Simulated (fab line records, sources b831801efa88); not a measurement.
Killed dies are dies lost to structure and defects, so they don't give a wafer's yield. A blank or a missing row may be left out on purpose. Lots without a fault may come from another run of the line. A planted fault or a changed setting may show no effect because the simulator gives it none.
One fault seen from 2 desks | flow sky130 | each desk has only its own numbers; what lay behind them comes last

THE METROLOGY DESK
What the gauges read, lot by lot, whatever tool the lot ran on: means of the sampled wafers that have a number. A lot is out of limits, marked OUT, if its mean lies more than 4 standard deviations from the usual mean; the brackets give that distance.
Columns: A = METAL5_ALCU_RS at SKY_METAL5_RS_MEAS_05, usual 0.02706 ohm/sq
lot  | first seen here | A
L128 | day 42 14:40    | 0.02708
L129 | day 43 16:07    | 0.02703
L131 | day 43 18:10    | 0.02724
L130 | day 43 19:27    | 0.02714
L134 | day 44 10:07    | 0.02728
L138 | day 45 16:51    | 0.02649
L139 | day 46 01:04    | 0.02693
L142 | day 47 12:58    | 0.02704
L146 | day 47 17:07    | 0.02713
L147 | day 47 21:17    | 0.02735
L150 | day 48 22:23    | 0.02703
L151 | day 49 02:06    | 0.02682
This desk's finding: nothing out of limits on any of the 12 lots.

THE TOOL OWNER'S DESK: pvd_sputter-02
The tool's own readings at SKY_METAL4_SPUTTER_01 (material TiN, target thk 20 nm, time 16.7 s): means of the sampled wafers that have a number, for each lot that ran on this tool. A lot is out of limits, marked OUT, if its mean lies more than 4 standard deviations from the usual mean; the brackets give that distance.
Columns: A = throttle_valve_pct at SKY_METAL4_SPUTTER_01, usual 30.7 %
lot  | first seen here | A
L128 | day 39 11:19    | 30.5
L129 | day 40 14:43    | 30.9
L131 | day 40 16:28    | 30.9
L138 | day 42 19:08    | 30.1
L139 | day 43 03:19    | 31.1
This desk's finding: nothing out of limits on any of the 5 lots.

PUT TOGETHER
The metrology desk saw nothing out of limits.
The tool owner's desk saw nothing out of limits.

WHAT THE SIMULATOR HAD PUT IN
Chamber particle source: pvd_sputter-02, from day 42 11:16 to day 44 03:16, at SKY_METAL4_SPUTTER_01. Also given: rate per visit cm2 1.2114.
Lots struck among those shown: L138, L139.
